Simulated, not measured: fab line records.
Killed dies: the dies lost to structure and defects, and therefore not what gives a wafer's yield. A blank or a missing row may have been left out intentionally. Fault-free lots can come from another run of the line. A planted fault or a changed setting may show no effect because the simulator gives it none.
fab line records ; flow gf180mcu ; part 2 of 2: steps 29 to 37 of 37
[record] lots = 5; wafers = 15; lastDay = 33
route steps=602 shown M4@463 V4@476
lots that met no fault: from a run of the same line without faults
startH: hours from the record's opening day to when the first of the lot's shown wafers began ; waitH: hours since the lot's step before ; " identical to the entry in the row above ; L1.1+2: several wafers, shown together as one row ; - no value present, or no start provided ; * or withheld: withheld ; < > ~ a bound
route shown NAME@n: names a module that has steps shown in the file, with the first one's number in the route ; usual: mean/standard deviation of fault-free wafers ; same: alike in all rows ; chamber/n: place in a boat ; sites: the reading at each site ; _std_site: the values' standard deviation ; _edge_site: mean of outer sites minus mean of inner sites ; radiusMm: for every site, how far away it sits from the centre of the wafer ; mask NAME#n: copy n ; behind: tool/chamber where the wafer was last shaped ; hold: the reason the lot was held/the length of the hold in hours/how it ended ; device: the n, p or np transistor that did not switch ; end of line: the same wafers' tests at the end of the route ; a step with no rows: only its recipe ; killed: at the first sort, the dies lost to defects and structure; wafer yield is something else ; map: dies across one wafer; x = killed, . = not, _ = none there
set.NAME: the setting that was run; set.NAME@STEP: the one run at that earlier step ; model.NAME: the simulator's own value behind a step, which no gauge read
lots at selected steps of the route; one table per step, one row per wafer
services: when a tool's chamber went out of use (startH, in hours from the record's first day, below 0 if earlier), for how many hours, and the reason
[[steps]]
[step GF_V4_OVL_MEAS_15]
[usual] V4_OVL = 1/6.5
lot.wafer;tool;chamber;startH;waitH;V4_OVL[nm]
L074.1;overlay-01;-;576.91;0.1;2
L074.4;overlay-01;-;576.91;0.1;3
L074.5;overlay-01;-;576.91;0.1;-2
L076.1;overlay-01;-;601.06;0.1;-8
L076.2;overlay-01;-;601.06;0.1;-5
L076.3;overlay-01;-;601.06;0.1;1
L083.2;overlay-01;-;647.61;0.1;2
L083.3;overlay-01;-;647.61;0.1;0
L083.6;overlay-01;-;647.61;0.1;-2
L089.1;overlay-02;-;692.21;0.1;15
L089.4;overlay-02;-;692.21;0.1;9
L089.6;overlay-02;-;692.21;0.1;4
L091.2;overlay-02;-;702.71;0.1;-2
L091.4;overlay-02;-;702.71;0.1;-3
L091.6;overlay-02;-;702.71;0.1;-3
[step GF_V4_ETCH_16]
[recipe] chemistry = N2/H2; targetDepthA = withheld; overetchA = withheld; timeS = withheld; target = BARC; ionEnergyEv = 200; sourceW = 500; biasW = 100; pressureMtorr = 30; n2FlowSccm = 100; h2FlowSccm = 200
[usual] drypumpMotorCurrentA = 5.68/0.29; n2FlowSccm = 100.0/0.3; oesProductAu = 0.854/0.0046; throttleValvePct = 13.224/0.0093
lot.wafer;tool;chamber;startH;waitH;drypumpMotorCurrentA;n2FlowSccm;oesProductAu;throttleValvePct
L074.1;rieDiel-01;0;576.94;0.0;5.92;99.8;0.852;13.223
L074.4;rieDiel-01;3;576.94;0.0;5.76;100.2;0.865;13.215
L074.5;rieDiel-01;1;576.94;0.0;5.96;100.5;0.853;13.216
L076.1;rieDiel-01;1;601.09;0.0;5.93;99.9;0.855;13.217
L076.2;rieDiel-01;3;601.09;0.0;5.77;99.7;0.850;13.235
L076.3;rieDiel-01;0;601.09;0.0;5.95;100.0;0.853;13.224
L083.2;rieDiel-02;3;647.64;0.0;5.88;100.2;0.854;13.213
L083.3;rieDiel-02;0;647.64;0.0;5.47;99.7;0.859;13.224
L083.6;rieDiel-02;1;647.64;0.0;5.36;100.1;0.858;13.223
L089.1;rieDiel-02;2;692.24;0.0;5.92;99.6;0.857;13.228
L089.4;rieDiel-02;0;692.24;0.0;5.45;100.0;0.859;13.230
L089.6;rieDiel-02;1;692.24;0.0;5.34;100.1;0.848;13.234
L091.2;rieDiel-03;0;702.74;0.0;5.32;100.3;0.851;13.243
L091.4;rieDiel-03;3;702.74;0.0;5.12;100.1;0.863;13.214
L091.6;rieDiel-03;3;702.74;0.0;5.15;100.0;0.852;13.217
[step GF_V4_ETCH_17]
[recipe] chemistry = C4F8/O2/Ar; maskMaterial = KrF; target = SiO2; stopOn = TiN; sourceW = 1500; biasW = 1200; pressureMtorr = 40; c4f8FlowSccm = withheld; O2_flow_sccm = 6; Ar_flow_sccm = 300; timeS = withheld; targetDepthA = 6300
[usual] oesProductAu = 0.856/0.0045
lot.wafer;tool;chamber;startH;waitH;oesProductAu
L074.1;rieDiel-01;0;-;-;0.861
L074.4;rieDiel-01;3;-;-;0.863
L074.5;rieDiel-01;1;-;-;0.857
L076.1;rieDiel-01;1;-;-;0.856
L076.2;rieDiel-01;3;-;-;0.859
L076.3;rieDiel-01;0;-;-;0.858
L083.2;rieDiel-02;3;-;-;0.848
L083.3;rieDiel-02;0;-;-;0.844
L083.6;rieDiel-02;1;-;-;0.863
L089.1;rieDiel-02;2;-;-;0.851
L089.4;rieDiel-02;0;-;-;0.863
L089.6;rieDiel-02;1;-;-;0.862
L091.2;rieDiel-03;0;-;-;0.856
L091.4;rieDiel-03;3;-;-;0.854
L091.6;rieDiel-03;3;-;-;0.853
[step GF_V4_STRIP_18]
[recipe] chemistry = O2/N2; powerW = 1400; pressureMtorr = 1500; platenTempC = 250; o2FlowSccm = 3000; n2FlowSccm = 300; overashFraction = 0.5
[usual] drypumpMotorCurrentA = 5.8/0.49; heaterPowerW = 343/51; n2FlowSccm = 300.1/0.89; oesProductAu = 0.592/0.0046
[same] overashFraction = 0.5
lot.wafer;tool;chamber;startH;waitH;drypumpMotorCurrentA;heaterPowerW;n2FlowSccm;oesProductAu;rfHoursCounterH
L074.1;plasmaAsher-01;0;577.07;-;4.9;284;300.6;0.591;46
L074.4;plasmaAsher-01;1;577.07;-;5.7;420;301.2;0.592;-
L074.5;plasmaAsher-01;1;577.07;-;5.8;431;300.0;0.593;-
L076.1;plasmaAsher-03;1;601.22;-;5.9;286;298.6;0.598;18
L076.2;plasmaAsher-03;0;601.22;-;5.7;335;301.7;0.581;18
L076.3;plasmaAsher-03;1;601.22;-;5.9;286;298.6;0.590;-
L083.2;plasmaAsher-02;0;647.77;-;6.0;344;299.2;0.590;105
L083.3;plasmaAsher-02;0;647.77;-;6.0;347;299.4;0.591;-
L083.6;plasmaAsher-02;1;647.77;-;6.6;396;301.6;0.593;-
L089.1;plasmaAsher-01;0;692.37;-;4.9;292;299.7;0.583;56
L089.4;plasmaAsher-01;0;692.37;-;4.9;284;301.2;0.588;-
L089.6;plasmaAsher-01;1;692.37;-;5.8;418;301.7;0.585;-
L091.2;plasmaAsher-03;0;702.87;-;5.7;324;300.3;0.596;30
L091.4;plasmaAsher-03;0;702.87;-;5.7;327;299.4;0.586;-
L091.6;plasmaAsher-03;0;702.87;-;5.7;319;298.9;0.592;-
[step GF_V4_STRIP_19]
[recipe] chemistry = postEtchResidueRemover; timeS = 1200; tempC = 72.5
lot.wafer;tool;chamber;startH;waitH
L074.1+4+5;wetBench-01;3;577.17;0.1
L076.1+2+3;wetBench-02;3;601.32;0.1
L083.2+3+6;wetBench-01;3;647.87;0.1
L089.1+4+6;wetBench-03;3;692.47;0.1
L091.2+4+6;wetBench-03;2;702.97;0.1
[step GF_V4_CLEAN_20]
[recipe] chemistry = DIW; dry = n2Spin
lot.wafer;tool;chamber;startH;waitH
L074.1+4+5;wetBench-02;3;577.51;0.0
L076.1+2+3;wetBench-03;3;601.66;0.0
L083.2+3+6;wetBench-03;0;648.21;0.0
L089.1+4+6;wetBench-02;3;692.81;0.0
L091.2+4+6;wetBench-02;3;703.31;0.0
[step GF_V4_SPUTTER_21]
[recipe] material = Ti; targetThkNm = 15; chamberPressurePa = 5; powerW = 2500; substrateTempC = 200; timeS = 80.02
[usual] throttleValvePct = 30.1/0.9
lot.wafer;tool;chamber;startH;waitH;throttleValvePct
L074.1;pvdSputter-04;-;577.60;0.0;29.7
L074.4;pvdSputter-04;-;577.60;0.0;28.9
L074.5;pvdSputter-04;-;577.60;0.0;30.0
L076.1;pvdSputter-04;-;601.76;0.0;29.8
L076.2;pvdSputter-04;-;601.76;0.0;32.0
L076.3;pvdSputter-04;-;601.76;0.0;29.2
L083.2;pvdSputter-02;-;648.30;0.0;28.4
L083.3;pvdSputter-02;-;648.30;0.0;29.7
L083.6;pvdSputter-02;-;648.30;0.0;28.5
L089.1;pvdSputter-01;-;692.90;0.0;30.7
L089.4;pvdSputter-01;-;692.90;0.0;30.8
L089.6;pvdSputter-01;-;692.90;0.0;30.7
L091.2;pvdSputter-02;-;703.40;0.0;30.6
L091.4;pvdSputter-02;-;703.40;0.0;28.4
L091.6;pvdSputter-02;-;703.40;0.0;28.3
[step GF_V4_SPUTTER_22]
[recipe] material = TiN; targetThkNm = 10; chamberPressurePa = 5; powerW = 4000; timeS = 40
[usual] throttleValvePct = 30.2/0.9
lot.wafer;tool;chamber;startH;waitH;throttleValvePct
L074.1;pvdSputter-04;-;577.67;0.0;29.9
L074.4;pvdSputter-04;-;577.67;0.0;29.2
L074.5;pvdSputter-04;-;577.67;0.0;30.1
L076.1;pvdSputter-04;-;601.82;0.0;29.6
L076.2;pvdSputter-04;-;601.82;0.0;32.0
L076.3;pvdSputter-04;-;601.82;0.0;29.2
L083.2;pvdSputter-02;-;648.37;0.0;28.5
L083.3;pvdSputter-02;-;648.37;0.0;29.4
L083.6;pvdSputter-02;-;648.37;0.0;28.3
L089.1;pvdSputter-01;-;692.97;0.0;30.9
L089.4;pvdSputter-01;-;692.97;0.0;30.8
L089.6;pvdSputter-01;-;692.97;0.0;30.7
L091.2;pvdSputter-02;-;703.47;0.0;30.6
L091.4;pvdSputter-02;-;703.47;0.0;28.3
L091.6;pvdSputter-02;-;703.47;0.0;28.6
[step GF_V4_CVD_23]
[recipe] material = W; targetThkNm = 350; timeS = 104.9; tempC = 400; pressureTorr = 40
[usual] heaterPowerW = 872/52
lot.wafer;tool;chamber;startH;waitH;heaterPowerW
L074.1;cvdW-02;1;577.70;0.0;886
L074.4;cvdW-02;0;577.70;0.0;944
L074.5;cvdW-02;0;577.70;0.0;928
L076.1;cvdW-01;1;601.86;0.0;785
L076.2;cvdW-01;0;601.86;0.0;872
L076.3;cvdW-01;0;601.86;0.0;865
L083.2;cvdW-02;1;648.40;0.0;890
L083.3;cvdW-02;1;648.40;0.0;891
L083.6;cvdW-02;1;648.40;0.0;891
L089.1;cvdW-01;1;693.00;0.0;798
L089.4;cvdW-01;0;693.00;0.0;865
L089.6;cvdW-01;1;693.00;0.0;791
L091.2;cvdW-02;0;703.50;0.0;941
L091.4;cvdW-02;1;703.50;0.0;882
L091.6;cvdW-02;1;703.50;0.0;892
[[services]]
tool;chamber;startH;hours;kind
krfScanner-01;-;518.49;0.8;pm
pvdSputter-02;-;519.29;2.9;repair
krfScanner-02;-;520.01;1.3;pm
krfScanner-02;-;524.87;0.8;pm
krfScanner-02;-;525.81;4.0;pm
rieDiel-01;2;529.49;6.1;repair
rieDiel-01;2;551.60;5.1;repair
plasmaAsher-02;-;558.75;13.8;repair
cvdW-02;1;566.96;10.1;repair
cmp-02;-;572.00;4.0;pm
plasmaAsher-02;-;572.34;3.2;repair
cmp-02;-;579.87;0.8;repair
cvdW-02;-;590.53;2.3;repair
krfScanner-02;-;593.02;3.6;pm
rieDiel-02;1;634.60;12.2;repair
rieDiel-01;3;640.70;1.8;repair
krfScanner-02;-;646.38;1.0;pm
pvdSputter-04;-;665.54;1.8;repair
pvdSputter-02;-;677.19;2.1;repair
rieDiel-01;2;679.71;2.0;repair
rieDiel-02;3;685.85;7.0;repair
krfScanner-02;-;693.67;0.8;pm
krfScanner-02;-;695.91;1.3;pm
krfScanner-02;-;697.60;0.4;repair
